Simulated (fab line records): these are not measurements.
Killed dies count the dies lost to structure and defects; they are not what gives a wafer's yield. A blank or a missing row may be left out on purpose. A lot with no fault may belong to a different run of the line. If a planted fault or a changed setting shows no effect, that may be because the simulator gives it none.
Struck lot and sound lot, side by side    flow sky130    32 out of 708 route steps
Sound: these wafers, L418.1, L418.2, L418.5. Wafers struck: L424.4, L424.5, L424.6. At the end, the cause is stated.
Order at every step that has rows: each side's tool, ch and its chambers, its first start. Under that, the readings that differ: sound wafers    struck wafers    difference of the means    sigmas: that difference in standard deviations of wafers without a fault.
alike: same words and numbers on both sides, and readings whose means sit less than 2 such deviations apart. not compared: any withheld reading, any reading some wafer has no value for, any bound like >300 that may hide the same value, and any number with overlapping values for which the record gives no deviation.
Wherever a step has rows on one side only, a row that says differs or no value, or a row with sigmas, the two part there. Numbers that have no deviation but don't overlap get no sigmas and don't part them. A reading that every wafer of one side lacks parts them only if that side has two wafers or more.

first, 6 steps without rows for these wafers: SKY_VIA1_ETCH_15 (etches SiO2 in C4F8/O2/Ar, stops on TiN, target depth 351 nm, time 54 s); SKY_VIA1_STRIP_16 (strips in O2/N2); SKY_VIA1_STRIP_17 (strips in post etch residue remover, time 1200 s); SKY_VIA1_CLEAN_18 (cleans in IPA, time 180 s); SKY_VIA1_CLEAN_19 (cleans in O3/DIW); SKY_VIA1_SPUTTER_20 (material TiN, target thk 20 nm, time 80 s).
SKY_VIA1_CVD_21: deposits W, target thk 270 nm, time 80.902 s.
  sound on cvd w-01 ch 0,1, day 36 06:19; struck on cvd w-02 ch 0,1, day 38 22:41
reading             sound        struck       difference  sigmas
heater power w (W)  967 989 972  734 744 876  -191        -2
  alike: chamber pressure Torr, heater power outer w, susceptor temp C
  not compared: since wet clean h
SKY_VIA1_RS_MEAS_22: the measuring method here is four-point-probe.
  sound on film metro-02 at day 36 06:25; struck on film metro-04 at day 38 22:49
  alike: VIA1_W_RS
SKY_VIA1_THK_MEAS_23: measures by xrf.
  sound on film metro-02 at day 36 06:32; struck on film metro-04 at day 38 22:54
  alike: VIA1_W_THK
then, 3 steps without rows for these wafers: SKY_VIA1_CMP_24 (polishes, stops on SiO2, t overpolish 15 s, target thk 0 nm); SKY_METAL2_SPUTTER_00 (material Ti, target thk 15 nm, time 10 s); SKY_METAL2_SPUTTER_01 (material TiN, target thk 20 nm, time 16.7 s).
SKY_METAL2_SPUTTER_02: material AlCu, target thk 250 nm, time 13.3 s.
  sound on pvd sputter-03 at day 36 06:56; struck on pvd sputter-04 at day 38 23:17
reading                                      sound            struck             difference  sigmas
model.AlCu_of_METAL2_SPUTTER_02.thk nm (nm)  252 249.6 251.4  247.1 243.4 245.4  -5.7        
  alike: throttle valve pct
SKY_METAL2_SPUTTER_03: material Ti, target thk 5 nm, time 3.3 s.
  sound on pvd sputter-03 at day 36 06:58; struck on pvd sputter-04 at day 38 23:18
  alike: throttle valve pct
then, 1 step without rows for these wafers: SKY_METAL2_SPUTTER_04 (material TiN, target thk 70 nm, time 58.3 s).
SKY_METAL2_RS_MEAS_05: the measuring method here is four-point-probe.
  sound on film metro-04 at day 36 07:02; struck on film metro-02 at day 38 23:26
reading                  sound                 struck                difference  sigmas
METAL2_ALCU_RS (ohm/sq)  0.1255 0.1272 0.1261  0.1284 0.1303 0.1291  +0.0030     +2
SKY_METAL2_THK_MEAS_06: measures by xrf.
  sound on film metro-04 at day 36 07:09; struck on film metro-02 at day 38 23:31
reading               sound              struck             difference  sigmas
METAL2_ALCU_THK (nm)  253.9 253.9 254.3  248.4 246.1 246.9  -6.9        -3
then, 8 steps without rows for these wafers: SKY_METAL2_DEHYDRATE_07 (time 60 s); SKY_METAL2_HMDS_08 (prime time 60 s); SKY_METAL2_COAT_09 (resist thk 60 nm); SKY_METAL2_COAT_10 (resist thk 450 nm); SKY_METAL2_SOFTBAKE_11 (time 90 s); SKY_METAL2_EXPOSE_12 (exposes mask MM2, target cd 140 nm); SKY_METAL2_PEB_13; SKY_METAL2_DEVELOP_14 (develop time 60 s).
SKY_METAL2_CD_MEAS_15: the cd target is 140 nm.
  sound on cd sem-01 at day 37 08:35; struck on cd sem-02 at day 40 01:29
  alike: cd nm
SKY_METAL2_OVL_MEAS_16:
  sound on overlay-02 at day 37 08:44; struck on overlay-02 at day 40 01:34
reading          sound  struck    difference  sigmas
METAL2_OVL (nm)  4 9 1  -1 -5 -3  -8          -2
SKY_METAL2_DESCUM_17: chemistry O2, time 8 s.
  sound on rie metal-03 ch 0,1, day 37 08:46; struck on rie metal-03 ch 1, day 40 01:37
  alike: drypump motor current A, oes product au
  not compared: rf hours counter h
SKY_METAL2_ETCH_18: etches BARC in N2/H2, stops on SiO2, time 45.9 s, target depth 60 nm.
  sound on rie metal-03 ch 0,1, day 37 08:48; struck on rie metal-03 ch 1, day 40 01:43
  alike: drypump motor current A, oes product au, throttle valve pct
  not compared: rf hours counter h
SKY_METAL2_METAL_ETCH_19: etches the open film in Cl2/BCl3, stops on SiO2, target depth 360 nm, time 78 s.
  sound on rie metal-03 ch 0,1, day 37 08:52; struck on rie metal-03 ch 1, day 40 01:52
reading                             sound            struck             difference  sigmas
model.etch.depth nm (nm)            362 359.3 361.1  358.1 355.4 355.5  -4.5        
model.METAL2.feature depth nm (nm)  362 359.3 361.1  358.1 355.4 355.5  -4.5        
  alike: drypump motor current A, oes product au, throttle valve pct
  not compared: rf hours counter h
SKY_METAL2_STRIP_20: strips in O2/N2.
  sound on plasma asher-02 ch 0,1, day 37 08:58; struck on plasma asher-04 ch 0,1, day 40 01:59
  alike: drypump motor current A, oes product au, strip time to endpoint s
  not compared: rf hours counter h
-- the record jumps here: 10 days lie between the struck wafers' starts before and after (it left off in module METAL2 and takes up again in module PAD_OPEN, whose first step shown is number 708 of the route) --
SKY_PAD_OPEN_PROBE_99:
  sound on prober-01 at day 47 12:40; struck on prober-02 at day 49 16:31
reading                     sound                 struck                difference  sigmas
killed at front end         13 13 11              21 24 21              +10         +2
model.etest.met2.rs ohm sq  0.1271 0.1292 0.1276  0.1295 0.1323 0.1319  +0.0033     
  alike: defect limited yield, killed_at_M0_to_M3, killed_at_M4_up, killed at contacts, killed at other, killed dies, killed open, killed short, sort_bin_3_pad_short, sort_bin_5_function, sort_bin_6_memory, sort n pass, sort yield pct

## WHERE THEY PART
Last at SKY_PAD_OPEN_PROBE_99 as far as this record goes, first at SKY_VIA1_CVD_21.

WHY: what the simulator had put in
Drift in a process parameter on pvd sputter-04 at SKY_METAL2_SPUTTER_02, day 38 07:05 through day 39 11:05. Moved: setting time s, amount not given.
